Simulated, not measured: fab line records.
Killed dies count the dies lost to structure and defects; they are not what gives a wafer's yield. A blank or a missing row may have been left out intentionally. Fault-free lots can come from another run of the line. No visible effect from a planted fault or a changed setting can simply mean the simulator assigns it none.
Which of the tools did it? + flow gf180mcu + Sampling: 7 lots, 21 wafers, 3 of 602 route steps

## WHAT EACH GAUGE READ, for each wafer
GF_CONTACT_THK_MEAS_01.
| lot  | measured     | on            | CONTACT_CVD_00_THK (nm) |
|------|--------------|---------------|-------------------------|
| L666 | day 15 20:32 | film metro-04 | 303 304 296             |
| L668 | day 16 16:44 | film metro-01 | 304 296 305             |
| L670 | day 17 02:26 | film metro-03 | 586 605 607 586 605 607 |
| L674 | day 18 22:52 | film metro-04 | 307 302 297             |
| L681 | day 21 04:07 | film metro-03 | 302 298 303             |
| L684 | day 22 04:39 | film metro-04 | 300 302 299             |
| L686 | day 23 03:56 | film metro-04 | 294 298 297             |

## EACH LOT AND THE TOOL THAT RAN IT (in order: tool; ch and the chambers of the sampled wafers; start)
| lot  | GF_SAB_STRIP_13                      | GF_CONTACT_CVD_00                |
|------|--------------------------------------|----------------------------------|
| L666 | plasma asher-01 ch 0,1, day 15 19:43 | hdpcvd-02 ch 0,1,2, day 15 20:29 |
| L668 | plasma asher-01 ch 1, day 16 15:58   | hdpcvd-02 ch 0,1,2, day 16 16:41 |
| L670 | plasma asher-01 ch 0,1, day 17 01:28 | hdpcvd-02 ch 0,1,2, day 17 02:11 |
| L674 | plasma asher-03 ch 0,1, day 18 22:07 | hdpcvd-01 ch 0,1,2, day 18 22:47 |
| L681 | plasma asher-01 ch 0,1, day 21 03:19 | hdpcvd-02 ch 1,2, day 21 04:04   |
| L684 | plasma asher-04 ch 1, day 22 03:50   | hdpcvd-02 ch 0,1, day 22 04:37   |
| L686 | plasma asher-01 ch 0, day 23 03:11   | hdpcvd-01 ch 0,1,2, day 23 03:54 |
- GF_SAB_STRIP_13: strips in O2/N2.
- GF_CONTACT_CVD_00: deposits SiO2, target thk 300 nm, time 50 s.

## THE ANSWER, worked out from the rows above alone
Rule: the lots themselves supply what counts as usual. Put in order of their means at a reading, lots are off if they are a third of the lots or fewer, leave a main group of 4 or more, and stand apart from it by a gap of 3 or more times the standard deviation of the main group's means; of several such gaps the widest counts. A main group is skipped when, at the precision printed for the reading in the tables above, its means are all equal. A lot without any number at a reading at which 4 lots or more have one is off too. Where the step has rows for the other lots, those lots are counted as sound.
Off: at GF_CONTACT_THK_MEAS_01 (CONTACT_CVD_00_THK), L670. Main group: mean 300 nm, sd 1.9.
If a tool, at a process step before that reading, ran all the lots that are off and no sound lot after the first of them, it fits. Gauges at GF_CONTACT_THK_MEAS_01: tried the same way as those tools. Of those tried, none fits.

## WHAT THE SIMULATOR HAD PUT IN
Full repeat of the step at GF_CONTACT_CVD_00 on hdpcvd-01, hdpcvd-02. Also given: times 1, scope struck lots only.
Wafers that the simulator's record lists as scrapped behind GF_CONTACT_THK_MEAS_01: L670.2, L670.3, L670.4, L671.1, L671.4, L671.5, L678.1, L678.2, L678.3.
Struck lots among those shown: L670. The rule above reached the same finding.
